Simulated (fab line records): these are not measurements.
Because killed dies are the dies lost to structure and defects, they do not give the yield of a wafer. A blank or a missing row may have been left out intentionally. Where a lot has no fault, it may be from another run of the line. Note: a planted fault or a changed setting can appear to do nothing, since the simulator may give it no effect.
Chamber matching / flow sky130 / SKY_VIA1_CMP_02 on cmp-01 has 4 sister chambers
The step polishes SiO2. 4 wafers are shown with their chamber, then 12 later ones without.

WAFERS WITH THEIR CHAMBER
wafer=L092.5; chamber=2; motor-current-A (A)=10.5
wafer=L092.6; chamber=1; motor-current-A (A)=13.0
wafer=L094.1; chamber=0; motor-current-A (A)=11.0
wafer=L094.5; chamber=3; motor-current-A (A)=13.4

WAFERS MISSING THEIR CHAMBER
wafer=L093.1; motor-current-A (A)=11.2
wafer=L093.2; motor-current-A (A)=13.5
wafer=L093.4; motor-current-A (A)=13.3
wafer=L095.2; motor-current-A (A)=11.3
wafer=L095.3; motor-current-A (A)=13.4
wafer=L095.5; motor-current-A (A)=10.9
wafer=L097.1; motor-current-A (A)=13.6
wafer=L097.4; motor-current-A (A)=13.9
wafer=L097.5; motor-current-A (A)=10.6
wafer=L096.1; motor-current-A (A)=13.4
wafer=L096.2; motor-current-A (A)=11.3
wafer=L096.4; motor-current-A (A)=11.3

CHAMBER TAKEN BY EACH
wafer=L093.1; from the rows above=0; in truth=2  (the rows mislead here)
wafer=L093.2; from the rows above=can't be placed: 3 or 1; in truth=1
wafer=L093.4; from the rows above=can't be placed: 3 or 1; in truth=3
wafer=L095.2; from the rows above=0; in truth=0
wafer=L095.3; from the rows above=can't be placed: 3 or 1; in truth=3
wafer=L095.5; from the rows above=can't be placed: 0 or 2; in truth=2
wafer=L097.1; from the rows above=can't be placed: 3 or 1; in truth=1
wafer=L097.4; from the rows above=can't be placed: 3 or 1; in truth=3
wafer=L097.5; from the rows above=can't be placed: 2 or 0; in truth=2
wafer=L096.1; from the rows above=can't be placed: 3 or 1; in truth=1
wafer=L096.2; from the rows above=0; in truth=0
wafer=L096.4; from the rows above=0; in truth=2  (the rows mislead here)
2 of 12 placed correctly. Unplaceable from these rows: 8, with the true chamber sitting among the candidates in 8. Wrongly placed: 2.
How it was worked out, from the rows above alone: a wafer's distance from a chamber is the root of the sum, over the readings, of the square of ((its reading less the chamber's mean) divided by the reading's scatter). If the next closest chamber is less than 2 further off than the closest, the wafer can't be placed; otherwise it belongs to the closest. A chamber's mean is the mean of its shown wafers. The scatter (one wafer shown for each chamber): square how far every hidden wafer sits from the nearest shown wafer, average those squares and take the square root.
